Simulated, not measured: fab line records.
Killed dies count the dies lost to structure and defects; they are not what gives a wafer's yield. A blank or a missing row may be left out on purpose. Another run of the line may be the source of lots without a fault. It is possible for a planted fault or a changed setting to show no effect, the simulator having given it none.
What tool caused it? / flow gf180mcu / Sampling: 6 lots, 18 wafers, 3 of 602 route steps

== WHAT EACH GAUGE READ, for each wafer ==
GF_M2_THK_MEAS_06: measures by xrf.
lot=L207; measured=day 19 06:48; on=film_metro-02; M2_ALCU_THK (nm)=439 439 436
lot=L209; measured=day 20 04:47; on=film_metro-03; M2_ALCU_THK (nm)=449 453 451
lot=L210; measured=day 21 05:12; on=film_metro-03; M2_ALCU_THK (nm)=447 448 446
lot=L226; measured=day 26 08:38; on=film_metro-01; M2_ALCU_THK (nm)=448 454 448

== WHAT TOOL EACH LOT RAN ON (gives the tool, then ch and the chambers of the sampled wafers, and finally the start) ==
lot=L207; GF_CONTACT_STRIP_18=plasma_asher-02 ch 0,1, day 17 01:08; GF_V1_CMP_26=cmp-01 ch 0,2,3, day 19 06:13
lot=L209; GF_CONTACT_STRIP_18=plasma_asher-02 ch 0,1, day 17 23:11; GF_V1_CMP_26=cmp-01 ch 1,2,3, day 20 04:12
lot=L210; GF_CONTACT_STRIP_18=plasma_asher-01 ch 0,1, day 18 23:27; GF_V1_CMP_26=cmp-01 ch 2,3, day 21 04:34
lot=L220; GF_CONTACT_STRIP_18=plasma_asher-02 ch 0,1, day 21 21:11; GF_V1_CMP_26=cmp-02 ch 0,1,2, day 23 22:29
lot=L222; GF_CONTACT_STRIP_18=plasma_asher-02 ch 0,1, day 22 13:44; GF_V1_CMP_26=cmp-01 ch 0,1,2, day 24 15:20
lot=L226; GF_CONTACT_STRIP_18=plasma_asher-01 ch 0,1, day 24 04:52; GF_V1_CMP_26=cmp-01 ch 1,2,3, day 26 07:59
- GF_CONTACT_STRIP_18: strips in O2/N2.
- GF_V1_CMP_26: polishes, stops on SiO2, t overpolish 15 s, target thk 0 nm.

== THE ANSWER, worked out from the rows above alone ==
Rule: usual is defined by the lots themselves. The widest of any qualifying gaps counts: lots, ordered by their means at a reading, are off when they make up no more than a third of the lots, leave a main group of 4 or more, and stand apart from it by 3 or more times the standard deviation of that group's means. If all means in a main group match to the digits the tables above print for the reading, that group is not used. A lot without any number at a reading at which 4 lots or more have one is off too. The other lots that the step has rows for count as sound.
No lot is off on any of the readings shown, so nothing can be concluded from this.

== WHAT THE SIMULATOR PUT IN ==
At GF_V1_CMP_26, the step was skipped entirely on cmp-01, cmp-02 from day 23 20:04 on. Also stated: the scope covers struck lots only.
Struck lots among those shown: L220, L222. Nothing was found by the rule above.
